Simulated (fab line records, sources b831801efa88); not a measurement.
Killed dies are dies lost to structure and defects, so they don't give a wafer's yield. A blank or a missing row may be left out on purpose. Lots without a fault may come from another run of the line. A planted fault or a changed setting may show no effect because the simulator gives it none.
One fault seen from 2 desks | flow gf180mcu | each desk has only its own numbers; what lay behind them comes last

THE METROLOGY DESK
What the gauges read, lot by lot, whatever tool the lot ran on: means of the sampled wafers that have a number. A lot is out of limits, marked OUT, if its mean lies more than 4 standard deviations from the usual mean; the brackets give that distance.
Columns: A = V4_CVD_00_THK at GF_V4_THK_MEAS_01, usual 602 nm
lot  | first seen here | A
L263 | day 23 15:51    | 599
L265 | day 24 12:22    | 600
L266 | day 24 14:48    | 603
L267 | day 24 20:44    | 605
L268 | day 25 11:15    | 603
L269 | day 25 14:07    | 608
L270 | day 26 03:23    | 602
L272 | day 26 10:40    | 600
L273 | day 26 15:58    | 599
L278 | day 28 10:03    | 610
L280 | day 28 23:40    | 604
L282 | day 29 11:17    | 602
L283 | day 29 20:46    | 603
This desk's finding: nothing out of limits on any of the 13 lots.

THE TOOL OWNER'S DESK: iline_stepper-01
The tool's own readings at GF_VT_IMPLANT_EXPOSE_15 (exposes mask Nwell LV AREA, target cd 860 nm): means of the sampled wafers that have a number, for each lot that ran on this tool. A lot is out of limits, marked OUT, if its mean lies more than 4 standard deviations from the usual mean; the brackets give that distance.
Columns: A = exposure_dose_mJ_cm2 at GF_VT_IMPLANT_EXPOSE_15, usual 140.00; B = reticle_temp_C at GF_VT_IMPLANT_EXPOSE_15, usual 23.01 C; C = stage_vel_mm_s at GF_VT_IMPLANT_EXPOSE_15, usual 500.01 mm/s
lot  | first seen here | A                | B     | C
L263 | day 5 21:30     | 139.97           | 23.05 | 500.11
L265 | day 6 12:16     | 140.05           | 22.98 | 499.64
L269 | day 7 12:49     | 139.76           | 23.12 | 500.45
L270 | day 7 19:56     | 139.98           | 22.96 | 500.09
L280 | day 10 07:36    | 151.23 (+80) OUT | 23.08 | 499.86
L282 | day 10 19:33    | 151.08 (+79) OUT | 23.05 | 500.20
L283 | day 11 03:48    | 151.28 (+81) OUT | 23.10 | 500.03
This desk's finding: out of limits on L280, L282, L283; first on L280, day 10 07:36 (exposure_dose_mJ_cm2 at GF_VT_IMPLANT_EXPOSE_15). In limits: L263, L265, L269, L270.

PUT TOGETHER
The tool owner's desk could have raised an alarm at day 10 07:36, on L280, L282, L283.
The metrology desk saw nothing out of limits.
The metrology desk has L280, L282, L283 on record, within its limits.
Of the lots named, all ran GF_VT_IMPLANT_EXPOSE_15 on iline_stepper-01.

WHAT THE SIMULATOR HAD PUT IN
Process parameter drift: iline_stepper-01, from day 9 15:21 on, at GF_VT_IMPLANT_EXPOSE_15. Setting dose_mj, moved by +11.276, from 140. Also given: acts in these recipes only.
Lots struck among those shown: L280, L282, L283.
Hours from the fault's start to each desk's first reading out of limits: the tool owner's desk, 16.
